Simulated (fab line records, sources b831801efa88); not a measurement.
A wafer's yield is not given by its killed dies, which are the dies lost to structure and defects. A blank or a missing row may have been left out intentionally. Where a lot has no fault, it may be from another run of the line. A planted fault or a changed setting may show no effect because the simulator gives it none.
What tool caused it? :: flow gf180mcu :: 14 lots with 42 wafers sampled at 4 steps, on a route of 602 steps

== WHAT EACH GAUGE READ, for each wafer ==
GF_M1_RS_MEAS_05: the measuring method here is four-point-probe.
lot: L139
measured: day 16 05:20
on: film-metro-04
M1_ALCU_RS (ohm/sq): 0.0693 0.0690 0.0687

lot: L140
measured: day 16 14:38
on: film-metro-04
M1_ALCU_RS (ohm/sq): 0.0698 0.0703 0.0704

lot: L142
measured: day 17 06:26
on: film-metro-02
M1_ALCU_RS (ohm/sq): 0.0693 0.0684 0.0697

lot: L143
measured: day 17 19:04
on: film-metro-03
M1_ALCU_RS (ohm/sq): 0.0694 0.0687 0.0692

lot: L144
measured: day 18 00:19
on: film-metro-02
M1_ALCU_RS (ohm/sq): 0.0694 0.0692 0.0690

lot: L145
measured: day 18 10:37
on: film-metro-03
M1_ALCU_RS (ohm/sq): 0.0696 0.0691 0.0685

lot: L147
measured: day 19 04:47
on: film-metro-02
M1_ALCU_RS (ohm/sq): 0.0698 0.0700 0.0705

lot: L148
measured: day 19 12:35
on: film-metro-03
M1_ALCU_RS (ohm/sq): 0.0694 0.0693 0.0694

lot: L151
measured: day 20 12:54
on: film-metro-04
M1_ALCU_RS (ohm/sq): 0.0702 0.0698 0.0702

lot: L152
measured: day 20 19:35
on: film-metro-04
M1_ALCU_RS (ohm/sq): 0.0705 0.0711 0.0702

lot: L157
measured: day 23 14:02
on: film-metro-03
M1_ALCU_RS (ohm/sq): 0.0683 0.0686 0.0689

lot: L158
measured: day 23 18:53
on: film-metro-03
M1_ALCU_RS (ohm/sq): 0.0704 0.0694 0.0706

lot: L160
measured: day 23 21:43
on: film-metro-03
M1_ALCU_RS (ohm/sq): 0.0685 0.0694 0.0686

lot: L161
measured: day 24 12:21
on: film-metro-04
M1_ALCU_RS (ohm/sq): 0.0690 0.0693 0.0690

GF_M2_THK_MEAS_06: measures by xrf.
lot: L139
measured: day 18 06:25
on: film-metro-02
M2_ALCU_THK (nm): 458 463 455

lot: L140
measured: day 18 16:56
on: film-metro-01
M2_ALCU_THK (nm): 449 443 442

lot: L142
measured: day 19 09:20
on: film-metro-03
M2_ALCU_THK (nm): 450 447 440

lot: L143
measured: day 19 23:45
on: film-metro-02
M2_ALCU_THK (nm): 451 445 443

lot: L144
measured: day 20 04:08
on: film-metro-01
M2_ALCU_THK (nm): 449 448 448

lot: L145
measured: day 20 14:15
on: film-metro-02
M2_ALCU_THK (nm): 454 449 449

lot: L147
measured: day 21 09:11
on: film-metro-03
M2_ALCU_THK (nm): 445 441 447

lot: L148
measured: day 21 16:58
on: film-metro-02
M2_ALCU_THK (nm): 441 449 452

lot: L151
measured: day 22 15:43
on: film-metro-01
M2_ALCU_THK (nm): 453 457 456

lot: L152
measured: day 22 22:07
on: film-metro-02
M2_ALCU_THK (nm): 443 447 449

lot: L157
measured: day 25 13:26
on: film-metro-01
M2_ALCU_THK (nm): 445 447 448

lot: L158
measured: day 25 18:05
on: film-metro-01
M2_ALCU_THK (nm): 438 441 442

lot: L160
measured: day 25 20:14
on: film-metro-03
M2_ALCU_THK (nm): 455 459 459

lot: L161
measured: day 26 10:56
on: film-metro-03
M2_ALCU_THK (nm): 451 448 453

GF_V2_THK_MEAS_03.
lot: L139
measured: day 19 07:59
on: film-metro-04
V2_CVD_02_THK (nm): 844 863 853

lot: L140
measured: day 19 18:11
on: film-metro-01
V2_CVD_02_THK (nm): 849 844 853

lot: L142
measured: day 20 10:36
on: film-metro-02
V2_CVD_02_THK (nm): 844 833 848

lot: L143
measured: day 21 01:07
on: film-metro-02
V2_CVD_02_THK (nm): 838 857 860

lot: L144
measured: day 21 05:53
on: film-metro-04
V2_CVD_02_THK (nm): 851 859 861

lot: L145
measured: day 21 15:22
on: film-metro-04
V2_CVD_02_THK (nm): 837 844 846

lot: L147
measured: day 22 09:21
on: film-metro-04
V2_CVD_02_THK (nm): 852 854 862

lot: L148
measured: day 22 17:19
on: film-metro-01
V2_CVD_02_THK (nm): 853 864 864

lot: L151
measured: day 23 14:55
on: film-metro-04
V2_CVD_02_THK (nm): 847 856 856

lot: L152
measured: day 23 21:34
on: film-metro-04
V2_CVD_02_THK (nm): 830 852 850

lot: L157
measured: day 26 12:06
on: film-metro-01
V2_CVD_02_THK (nm): 833 859 841

lot: L158
measured: day 26 15:57
on: film-metro-04
V2_CVD_02_THK (nm): 839 845 843

lot: L160
measured: day 26 18:29
on: film-metro-01
V2_CVD_02_THK (nm): 839 853 865

lot: L161
measured: day 27 08:37
on: film-metro-02
V2_CVD_02_THK (nm): 830 845 855

== EACH LOT AND THE TOOL THAT RAN IT (in order: tool; ch and the chambers of the sampled wafers; start) ==
lot: L139
GF_POLY_GATE_ETCH_12: rie-diel-01 ch 0,1,3, day 9 05:04

lot: L140
GF_POLY_GATE_ETCH_12: rie-diel-01 ch 0,2,3, day 9 12:01

lot: L142
GF_POLY_GATE_ETCH_12: rie-diel-03 ch 0,3, day 10 03:28

lot: L143
GF_POLY_GATE_ETCH_12: rie-diel-03 ch 1,2,3, day 10 09:04

lot: L144
GF_POLY_GATE_ETCH_12: rie-diel-02 ch 1,2, day 10 13:37

lot: L145
GF_POLY_GATE_ETCH_12: rie-diel-01 ch 1,2,3, day 10 21:09

lot: L147
GF_POLY_GATE_ETCH_12: rie-diel-01 ch 0,1,2, day 11 12:31

lot: L148
GF_POLY_GATE_ETCH_12: rie-diel-01 ch 0,2, day 11 19:58

lot: L151
GF_POLY_GATE_ETCH_12: rie-diel-01 ch 0,1,2, day 12 15:43

lot: L152
GF_POLY_GATE_ETCH_12: rie-diel-02 ch 0,2,3, day 12 20:31

lot: L157
GF_POLY_GATE_ETCH_12: rie-diel-03 ch 0,1,2, day 15 07:07

lot: L158
GF_POLY_GATE_ETCH_12: rie-diel-03 ch 1,2,3, day 15 13:13

lot: L160
GF_POLY_GATE_ETCH_12: rie-diel-02 ch 0,1,3, day 15 16:01

lot: L161
GF_POLY_GATE_ETCH_12: rie-diel-03 ch 0,1,3, day 16 04:34
- GF_POLY_GATE_ETCH_12: etches BARC in N2/H2.

== WHAT THE TOOLS THEMSELVES READ (means of the sampled wafers that have a number; where no wafer has one, the mark that the record gives instead) ==
GF_POLY_GATE_ETCH_12.
lot: L139
tool: rie-diel-01
bias-w (W): 99.80
drypump-motor-current-A (A): 5.6
oes-product-au (a.u.): 0.735
throttle-valve-pct (%): 13.213

lot: L140
tool: rie-diel-01
bias-w (W): 99.97
drypump-motor-current-A (A): 5.5
oes-product-au (a.u.): 0.739
throttle-valve-pct (%): 13.210

lot: L142
tool: rie-diel-03
bias-w (W): 99.70
drypump-motor-current-A (A): 6.0
oes-product-au (a.u.): 0.736
throttle-valve-pct (%): 13.215

lot: L143
tool: rie-diel-03
bias-w (W): 100.30
drypump-motor-current-A (A): 5.2
oes-product-au (a.u.): 0.730
throttle-valve-pct (%): 13.219

lot: L144
tool: rie-diel-02
bias-w (W): 100.02
drypump-motor-current-A (A): 5.4
oes-product-au (a.u.): 0.738
throttle-valve-pct (%): 13.229

lot: L145
tool: rie-diel-01
bias-w (W): 99.90
drypump-motor-current-A (A): 5.7
oes-product-au (a.u.): 0.738
throttle-valve-pct (%): 13.216

lot: L147
tool: rie-diel-01
bias-w (W): 100.00
drypump-motor-current-A (A): 5.8
oes-product-au (a.u.): 0.733
throttle-valve-pct (%): 13.199

lot: L148
tool: rie-diel-01
bias-w (W): 100.33
drypump-motor-current-A (A): 5.6
oes-product-au (a.u.): 0.737
throttle-valve-pct (%): 13.217

lot: L151
tool: rie-diel-01
bias-w (W): 100.06
drypump-motor-current-A (A): 5.8
oes-product-au (a.u.): 0.741
throttle-valve-pct (%): 13.212

lot: L152
tool: rie-diel-02
bias-w (W): 100.03
drypump-motor-current-A (A): 5.6
oes-product-au (a.u.): 0.738
throttle-valve-pct (%): 13.213

lot: L157
tool: rie-diel-03
bias-w (W): 100.38
drypump-motor-current-A (A): 5.8
oes-product-au (a.u.): 0.736
throttle-valve-pct (%): 13.216

lot: L158
tool: rie-diel-03
bias-w (W): 96.57
drypump-motor-current-A (A): 5.2
oes-product-au (a.u.): 0.732
throttle-valve-pct (%): 13.210

lot: L160
tool: rie-diel-02
bias-w (W): 99.94
drypump-motor-current-A (A): 5.7
oes-product-au (a.u.): 0.743
throttle-valve-pct (%): 13.206

lot: L161
tool: rie-diel-03
bias-w (W): 96.40
drypump-motor-current-A (A): 5.6
oes-product-au (a.u.): 0.738
throttle-valve-pct (%): 13.221

== THE ANSWER, worked out from the rows above alone ==
Rule: usual is defined by the lots themselves. The widest of any qualifying gaps counts: lots, ordered by their means at a reading, are off when they make up no more than a third of the lots, leave a main group of 4 or more, and stand apart from it by 3 or more times the standard deviation of that group's means. Not used: any main group whose means are identical at the precision the tables above print for the reading. Also off: a lot with no number at a reading for which 4 or more lots have one. All remaining lots with rows at the step are treated as sound. First the gauges in route order, then the tools' own readings, where a lot's mean is used as printed above. At the first step where some lot is off, the reading lying furthest off is the one used; lots without a number count as furthest.
Off, at GF_POLY_GATE_ETCH_12 on bias-w: L158, L161. For the main group the mean is 100.04 W and the standard deviation 0.2.
If a tool, at that step or one of the process steps before it, ran each lot that is off and ran no sound lot following the first of them, it fits. One fits: GF_POLY_GATE_ETCH_12 on rie-diel-03. Its last sound lot is L157 (day 15 07:07), its first lot that is off L158 (day 15 13:13): a fault that began between those two fits.
The tool's own readings at GF_POLY_GATE_ETCH_12 bear it out: on the lots that are off they differ by more than 5 times the standard deviation of the sound lots' means. bias-w reads 96.48 W there against 100.04 W on the sound lots.

== WHAT HAD BEEN PUT IN BY THE SIMULATOR ==
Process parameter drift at GF_POLY_GATE_ETCH_12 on rie-diel-03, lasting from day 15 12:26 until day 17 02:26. The setting bias-w was moved by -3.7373, starting from 100. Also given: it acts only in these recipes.
Struck lots among those shown: L158, L161. The rule above found the same.
